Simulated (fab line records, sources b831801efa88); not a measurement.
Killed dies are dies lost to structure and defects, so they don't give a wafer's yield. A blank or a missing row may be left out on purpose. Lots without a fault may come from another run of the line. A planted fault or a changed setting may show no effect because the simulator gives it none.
fab line records | flow sky130
record lots=11 wafers=33 last_day=50
route steps=708 shown POLY_CUT@315 SD_P@328 SD_N@351 LI_CONTACT@364 PAD_OPEN@708
lots that met no fault: from a run of the same line without faults
start_h: hours from the record's first day to the start of the lot's first wafer shown | wait_h: hours since the lot's step before | " the same as in the row above | L1.1+2: a row that stands for several wafers | - no value, or no start given | * or withheld: withheld | < > ~ a bound
route shown NAME@n: a module of which the file shows steps, and the number in the route of the first | usual: mean/standard deviation of fault-free wafers | same: alike in all rows | chamber/n: place in a boat | sites: the reading at each site | _std_site: their standard deviation | _edge_site: outer sites' mean less inner sites' | radius_mm: how far each site lies from the wafer's centre | mask NAME#n: copy n | behind: the tool/chamber that last shaped the wafer | hold: why the lot was held/for how many hours/how that ended | device: the transistor (n, p or np) that didn't switch | end of line: the same wafers' tests at the end of the route | a step without rows: its recipe alone | killed: dies lost to structure and defects at the first sort, not the wafer's yield | map: a wafer's dies, x killed, . not, _ none there
set.NAME: the setting as run; set.NAME@STEP: as run at that earlier step | model.NAME: the simulator's own value behind a step, which no gauge read
steps of the route over a sample of lots; a table a step, a row a wafer
services: from which hour (start_h, from the record's first day; less than 0 if before it) a tool's chamber was out of use, for how many hours, and why
## steps
# step SKY_POLY_CUT_CD_MEAS_08
# recipe target_cd_nm=270
# usual cd_nm=269.9/1.5
# columns lot.wafer tool chamber start_h wait_h cd_nm
L612.1 cd_sem-01 - 605.68 - 270.8
L612.3 " - " " 270.5
L612.5 " - " " 270.8
L616.1 cd_sem-01 - 628.93 - 267.9
L616.4 " - " " 266.2
L616.6 " - " " 266.5
L615.1 cd_sem-01 - 629.13 - 271.5
L615.2 " - " " 271.4
L615.6 " - " " 271.9
L618.1 cd_sem-02 - 632.48 - 271.4
L618.2 " - " " 270.9
L618.6 " - " " 271.4
L617.2 cd_sem-01 - 633.80 - 270.8
L617.3 " - " " 270.7
L617.5 " - " " 271.4
L619.1 cd_sem-01 - 647.53 - 268.6
L619.2 " - " " 268.5
L619.3 " - " " 267.8
L620.1 cd_sem-02 - 651.78 - 269.9
L620.2 " - " " 271.5
L620.6 " - " " 269.5
L625.4 cd_sem-02 - 688.66 - 268.7
L625.5 " - " " 269.0
L625.6 " - " " 269.0
L626.2 cd_sem-01 - 699.27 - 271.9
L626.4 " - " " 271.6
L626.5 " - " " 272.0
L627.3 cd_sem-01 - 720.92 - 270.6
L627.4 " - " " 269.7
L627.6 " - " " 269.8
L628.2 cd_sem-01 - 731.25 - 273.8
L628.4 " - " " 273.2
L628.5 " - " " 273.1
# step SKY_SD_P_OVL_MEAS_08
# usual SD_P_OVL=0.0/1.2
# columns lot.wafer tool chamber start_h wait_h SD_P_OVL[nm]
L612.1 overlay-02 - 634.67 0.1 0.8
L612.3 " - " " 0.5
L612.5 " - " " 0.7
L616.1 overlay-02 - 657.16 0.1 1.8
L616.4 " - " " 0.8
L616.6 " - " " 1.3
L615.1 overlay-01 - 657.90 0.1 -0.1
L615.2 " - " " 1.6
L615.6 " - " " 0.8
L618.1 overlay-02 - 660.67 0.1 -1.5
L618.2 " - " " -0.4
L618.6 " - " " -1.7
L617.2 overlay-02 - 661.72 0.1 -0.7
L617.3 " - " " -1.0
L617.5 " - " " -1.3
L619.1 overlay-02 - 676.72 0.1 1.3
L619.2 " - " " -0.8
L619.3 " - " " -0.8
L620.1 overlay-02 - 680.10 0.1 2.4
L620.2 " - " " -2.1
L620.6 " - " " 1.5
L625.4 overlay-01 - 716.33 0.1 1.8
L625.5 " - " " 0.1
L625.6 " - " " 1.7
L626.2 overlay-02 - 727.81 0.1 -3.6
L626.4 " - " " -2.1
L626.5 " - " " -1.7
L627.3 overlay-02 - 749.28 0.1 -0.2
L627.4 " - " " -0.1
L627.6 " - " " 0.1
L628.2 overlay-02 - 758.36 0.1 0.5
L628.4 " - " " 0.2
L628.5 " - " " 0.5
# step SKY_SD_N_IMPLANT_09
# recipe species=As energy_kev=50 dose_cm2=4e+15 tilt_deg=0
# usual implant_ion_amu=75/0
# columns lot.wafer tool chamber start_h wait_h implant_ion_amu
L612.1 implanter-03 0 691.60 0.0 75
L612.3 " 0 " " 75
L612.5 " 0 " " 75
L616.1 implanter-04 0 713.60 0.0 75
L616.4 " 0 " " 75
L616.6 " 0 " " 75
L615.1 implanter-03 0 715.15 0.0 75
L615.2 " 0 " " 75
L615.6 " 0 " " 75
L618.1 implanter-03 0 717.01 0.0 75
L618.2 " 0 " " 75
L618.6 " 0 " " 75
L617.2 implanter-01 0 718.13 0.0 75
L617.3 " 0 " " 75
L617.5 " 0 " " 75
L619.1 implanter-04 0 731.50 0.0 75
L619.2 " 0 " " 75
L619.3 " 0 " " 75
L620.1 implanter-03 0 735.48 0.0 75
L620.2 " 0 " " 75
L620.6 " 0 " " 75
L625.4 implanter-04 0 771.11 0.1 31
L625.5 " 0 " " 31
L625.6 " 0 " " 31
L626.2 implanter-04 0 781.27 0.0 31
L626.4 " 0 " " 31
L626.5 " 0 " " 31
L627.3 implanter-03 0 803.28 0.1 31
L627.4 " 0 " " 31
L627.6 " 0 " " 31
L628.2 implanter-01 0 811.46 0.0 31
L628.4 " 0 " " 31
L628.5 " 0 " " 31
# step SKY_SD_N_STRIP_11
# recipe chemistry=O2/N2 power_w=1400 pressure_mtorr=1500 platen_temp_c=withheld o2_flow_sccm=3000 n2_flow_sccm=300 overash_fraction=0.5
# usual drypump_motor_current_A=5.7/0.36 oes_product_au=0.527/0.0047 strip_time_to_endpoint_s=22.55/0.05
# columns lot.wafer tool chamber start_h wait_h drypump_motor_current_A oes_product_au rf_hours_counter_h strip_time_to_endpoint_s
L612.1 plasma_asher-03 0 691.90 0.1 6.2 0.529 89 22.48
L612.3 " 0 " " 6.2 0.530 - 22.55
L612.5 " 0 " " 6.2 0.525 - 22.53
L616.1 plasma_asher-03 1 713.90 0.1 5.8 0.527 91 22.51
L616.4 " 0 " " 6.2 0.526 - 22.54
L616.6 " 0 " " 6.2 0.535 - 22.50
L615.1 plasma_asher-03 1 715.45 0.1 5.8 0.528 91 22.49
L615.2 " 0 " " 6.2 0.523 91 22.43
L615.6 " 1 " " 5.8 0.542 - 22.45
L618.1 plasma_asher-03 0 717.31 0.1 6.3 0.533 91 22.52
L618.2 " 1 " " 5.8 0.528 91 22.55
L618.6 " 0 " " 6.2 0.529 - 22.53
L617.2 plasma_asher-03 1 718.40 0.1 5.8 0.531 92 22.55
L617.3 " 0 " " 6.2 0.534 - 22.55
L617.5 " 0 " " 6.2 0.527 - 22.55
L619.1 plasma_asher-01 1 731.80 0.1 5.8 0.519 30 22.51
L619.2 " 0 " " 5.6 0.531 30 22.44
L619.3 " 1 " " 5.8 0.530 - 22.50
L620.1 plasma_asher-01 0 735.78 0.1 5.6 0.531 30 22.54
L620.2 " 1 " " 5.9 0.533 30 22.54
L620.6 " 1 " " 5.9 0.523 - 22.46
L625.4 plasma_asher-02 1 771.37 0.1 5.9 0.493 - 25.10
L625.5 " 0 " " 5.1 0.497 - 25.14
L625.6 " 1 " " 5.9 0.493 - 25.11
L626.2 plasma_asher-01 1 781.55 0.1 5.9 0.493 35 25.04
L626.4 " 0 " " 5.6 0.495 - 25.08
L626.5 " 0 " " 5.6 0.501 - 25.08
L627.3 plasma_asher-02 1 803.57 0.1 5.9 0.496 - 25.14
L627.4 " 0 " " 5.1 0.491 - 25.21
L627.6 " 0 " " 5.1 0.500 - 25.24
L628.2 plasma_asher-02 1 811.73 0.1 5.9 0.495 7 25.15
L628.4 " 1 " " 5.9 0.486 - 25.05
L628.5 " 0 " " 5.2 0.494 - 25.12
# step SKY_SD_N_TW_MEAS_12
# usual SD_N_TW=3994/28
# columns lot.wafer tool chamber start_h wait_h SD_N_TW
L612.1 film_metro-02 - 692.00 0.1 3988
L612.3 " - " " 3984
L612.5 " - " " 3981
L616.1 film_metro-01 - 714.00 0.1 4015
L616.4 " - " " 3989
L616.6 " - " " 3988
L615.1 film_metro-01 - 715.55 0.1 3983
L615.2 " - " " 3998
L615.6 " - " " 4005
L618.1 film_metro-03 - 717.41 0.1 3957
L618.2 " - " " 3954
L618.6 " - " " 3978
L617.2 film_metro-03 - 718.51 0.1 3989
L617.3 " - " " 3982
L617.5 " - " " 3985
L619.1 film_metro-01 - 731.90 0.1 4041
L619.2 " - " " 4015
L619.3 " - " " 4034
L620.1 film_metro-02 - 735.88 0.1 3982
L620.2 " - " " 4008
L620.6 " - " " 3988
L625.4 film_metro-03 - 771.46 0.1 4415
L625.5 " - " " 4433
L625.6 " - " " 4407
L626.2 film_metro-03 - 781.66 0.1 4429
L626.4 " - " " 4425
L626.5 " - " " 4432
L627.3 film_metro-01 - 803.65 0.1 4488
L627.4 " - " " 4477
L627.6 " - " " 4494
L628.2 film_metro-01 - 811.84 0.1 4491
L628.4 " - " " 4481
L628.5 " - " " 4518
# step SKY_SD_N_RS_MEAS_16
# recipe thk_meas_gauge=four-point-probe
# usual SD_N_RS=68.52/0.13
# columns lot.wafer tool chamber start_h wait_h SD_N_RS[ohm/sq]
L612.1 film_metro-03 - 692.28 0.1 68.49
L612.3 " - " " 68.57
L612.5 " - " " 68.34
L616.1 film_metro-03 - 714.29 0.1 68.53
L616.4 " - " " 68.55
L616.6 " - " " 68.46
L615.1 film_metro-02 - 715.84 0.1 68.66
L615.2 " - " " 68.76
L615.6 " - " " 68.53
L618.1 film_metro-01 - 717.69 0.1 68.52
L618.2 " - " " 68.44
L618.6 " - " " 68.48
L617.2 film_metro-02 - 718.81 0.1 68.72
L617.3 " - " " 68.47
L617.5 " - " " 68.65
L619.1 film_metro-01 - 732.19 0.1 68.56
L619.2 " - " " 68.50
L619.3 " - " " 68.58
L620.1 film_metro-03 - 736.17 0.1 68.53
L620.2 " - " " 68.49
L620.6 " - " " 68.57
L625.4 film_metro-02 - 771.78 0.1 30.64
L625.5 " - " " 30.64
L625.6 " - " " 30.73
L626.2 film_metro-01 - 781.95 0.1 30.76
L626.4 " - " " 30.69
L626.5 " - " " 30.70
L627.3 film_metro-03 - 803.96 0.1 30.60
L627.4 " - " " 30.61
L627.6 " - " " 30.55
L628.2 film_metro-03 - 812.14 0.1 30.64
L628.4 " - " " 30.62
L628.5 " - " " 30.61
# step SKY_LI_CONTACT_CMP_02
# recipe material=PSG down_force_psi=4 platen_rpm=60 pad_velocity_m_s=0.94248
# usual motor_current_A=12.5/1.1 time_to_endpoint_s=32.3/2.8
# columns lot.wafer tool chamber start_h wait_h motor_current_A time_to_endpoint_s
L612.1 cmp-02 2 692.82 0.1 12.0 33.7
L612.3 " 1 " " 11.4 36.6
L612.5 " 2 " " 12.3 36.3
L616.1 cmp-01 0 714.87 0.1 12.2 34.1
L616.4 " 1 " " 13.9 31.5
L616.6 " 3 " " 12.9 36.6
L615.1 cmp-02 2 716.37 0.1 12.1 34.4
L615.2 " 0 " " 13.7 31.1
L615.6 " 3 " " 11.4 31.9
L618.1 cmp-01 0 718.33 0.1 12.1 30.7
L618.2 " 1 " " 13.8 28.4
L618.6 " 3 " " 12.5 32.5
L617.3 cmp-01 3 719.33 0.0 12.8 35.7
L617.2 " 0 " " 12.0 35.6
L617.5 " 3 " " 12.7 35.1
L619.3 cmp-02 0 732.73 0.0 14.7 30.8
L619.1 " 1 " " 10.0 32.4
L619.2 " 2 " " 11.9 30.2
L620.1 cmp-02 2 736.81 0.1 12.7 31.9
L620.2 " 3 " " 11.0 26.3
L620.6 " 1 " " 11.1 32.9
L625.4 cmp-01 3 772.36 0.1 11.8 26.4
L625.5 " 1 " " 13.8 30.4
L625.6 " 2 " " 12.3 29.6
L626.4 cmp-02 0 782.47 0.0 14.5 28.9
L626.2 " 3 " " 10.8 26.7
L626.5 " 1 " " 11.4 31.8
L627.3 cmp-01 2 804.51 0.1 12.6 34.6
L627.4 " 3 " " 12.8 32.7
L627.6 " 2 " " 12.7 32.3
L628.2 cmp-02 3 812.66 0.0 10.9 25.2
L628.4 " 2 " " 12.3 31.7
L628.5 " 3 " " 11.2 26.3
# step SKY_PAD_OPEN_PROBE_99
# usual killed_at_M0_to_M3=43/7.4 killed_at_M4_up=3.1/1.8 killed_at_contacts=26/5.6 killed_at_front_end=15/4.9 killed_at_other=0.2/0.44 killed_dies=87/10 killed_open=48/7.6 killed_short=39/6.2
# same gross_dies=492 killed_at_back_side=0
# columns lot.wafer tool chamber start_h wait_h killed_at_M0_to_M3 killed_at_M4_up killed_at_contacts killed_at_front_end killed_at_other killed_dies killed_open killed_short
L619.1 prober-01 - 1139.16 0.1 40 6 16 16 0 78 37 41
L619.2 prober-01 - 1139.21 0.1 43 2 19 16 1 81 32 47
L619.3 prober-01 - 1139.26 0.2 40 0 24 15 0 79 39 39
L628.2 prober-02 - 1188.43 0.1 44 2 24 14 0 84 47 37
L628.4 prober-02 - 1188.53 0.2 42 7 19 24 0 92 55 37
L628.5 prober-02 - 1188.58 0.2 47 0 22 11 0 80 44 36
# killed by level:class
L619.1 LI_CONTACT:geometric_particle:open=8 METAL1:geometric_particle:short=7 VIA1:geometric_particle:short=7 POLY_GATE:geometric_particle:open=5 VIA1:geometric_particle:open=5 METAL2:geometric_particle:short=5 METAL4:geometric_particle:short=5 FIELD_ISO:geometric_particle:open=4
L619.2 METAL1:geometric_particle:short=10 VIA1:geometric_particle:open=7 LOCAL_INTERCONNECT:geometric_particle:short=6 POLY_GATE:geometric_particle:short=5 LI_CONTACT:geometric_particle:open=5 METAL2:geometric_particle:short=5 FIELD_ISO:geometric_particle:short=4 CONTACT:geometric_particle:open=4
L619.3 VIA3:geometric_particle:open=9 LI_CONTACT:geometric_particle:open=9 METAL2:geometric_particle:short=7 FIELD_ISO:geometric_particle:short=6 VIA2:geometric_particle:open=6 CONTACT:geometric_particle:short=4 CONTACT:geometric_particle:open=4 METAL1:geometric_particle:short=4
L628.2 VIA1:geometric_particle:open=9 LI_CONTACT:geometric_particle:open=7 CONTACT:geometric_particle:open=7 METAL2:geometric_particle:short=7 CONTACT:geometric_particle:short=6 METAL1:geometric_particle:open=6 VIA2:geometric_particle:open=6 FIELD_ISO:geometric_particle:short=5
L628.4 FIELD_ISO:geometric_particle:open=10 VIA2:geometric_particle:open=10 METAL2:geometric_particle:short=9 LI_CONTACT:geometric_particle:open=8 CONTACT:geometric_particle:open=7 VIA3:geometric_particle:open=7 METAL4:geometric_particle:short=5 VIA1:geometric_particle:open=5
L628.5 VIA1:geometric_particle:open=11 VIA3:geometric_particle:open=10 METAL1:geometric_particle:short=9 CONTACT:geometric_particle:open=7 LI_CONTACT:geometric_particle:open=6 METAL2:geometric_particle:short=5 POLY_GATE:geometric_particle:short=4 CONTACT:geometric_particle:short=4
## services
# columns tool chamber start_h hours kind
implanter-01 - 668.16 2.5 repair
plasma_asher-01 - 673.62 3.8 repair
implanter-03 - 680.61 4.1 pm
implanter-04 - 697.67 2.7 repair
cmp-01 - 701.91 1.9 repair
cmp-02 - 704.76 1.5 repair
implanter-04 - 718.24 0.8 repair
cmp-02 - 728.38 1.2 repair
plasma_asher-02 - 733.75 9.0 pm
plasma_asher-02 0 733.75 9.0 vent_cycle
plasma_asher-02 1 733.75 9.0 vent_cycle
plasma_asher-03 - 739.03 3.2 repair
implanter-03 - 741.02 10.5 repair
cmp-01 - 744.16 4.0 pm
cmp-01 - 747.90 0.8 repair
cmp-01 - 748.16 - consumable_replace:conditioner
cmp-01 - 748.16 - consumable_replace:pad
implanter-03 - 751.49 3.4 pm
cmp-02 - 754.96 3.7 pm
cmp-02 - 760.07 0.6 repair
cmp-02 - 762.77 3.9 repair
cmp-02 - 768.93 2.4 repair
cmp-02 - 791.23 1.3 repair
implanter-04 - 792.39 1.4 repair
## key
first_sign step=SKY_SD_N_IMPLANT_09 reading=implant_ion_amu direction=down sigmas=99+ usual=75 struck=31
effect step=SKY_SD_N_STRIP_11 reading=strip_time_to_endpoint_s direction=up sigmas=51 usual=* struck=*
effect step=SKY_SD_N_TW_MEAS_12 reading=SD_N_TW direction=up sigmas=17 usual=3994 struck=4458
effect step=SKY_SD_N_RS_MEAS_16 reading=SD_N_RS direction=down sigmas=99+ usual=68.52 struck=30.65
met_at SKY_SD_N_IMPLANT_09
struck_lots L625,L626,L627,L628
tester_left_out L625,L626,L627,L628
not_acting_at SKY_POLY_CUT_CD_MEAS_08,SKY_SD_P_OVL_MEAS_08,SKY_LI_CONTACT_CMP_02
onset_between 735.48 771.11
fault kind=wrong_recipe_download tool=implanter-01,implanter-03,implanter-04 chamber=- onset_h=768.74 steps=SKY_SD_N_IMPLANT_09 wrong_recipe.not_listed=1
# tester_left_out: of these lots the tester's yield and bins aren't shown, on N5 and GAA mostly nor the transistor test; their killed dies are dies lost to structure and defects alone, not to doping, threshold or leakage, so they don't give the yield
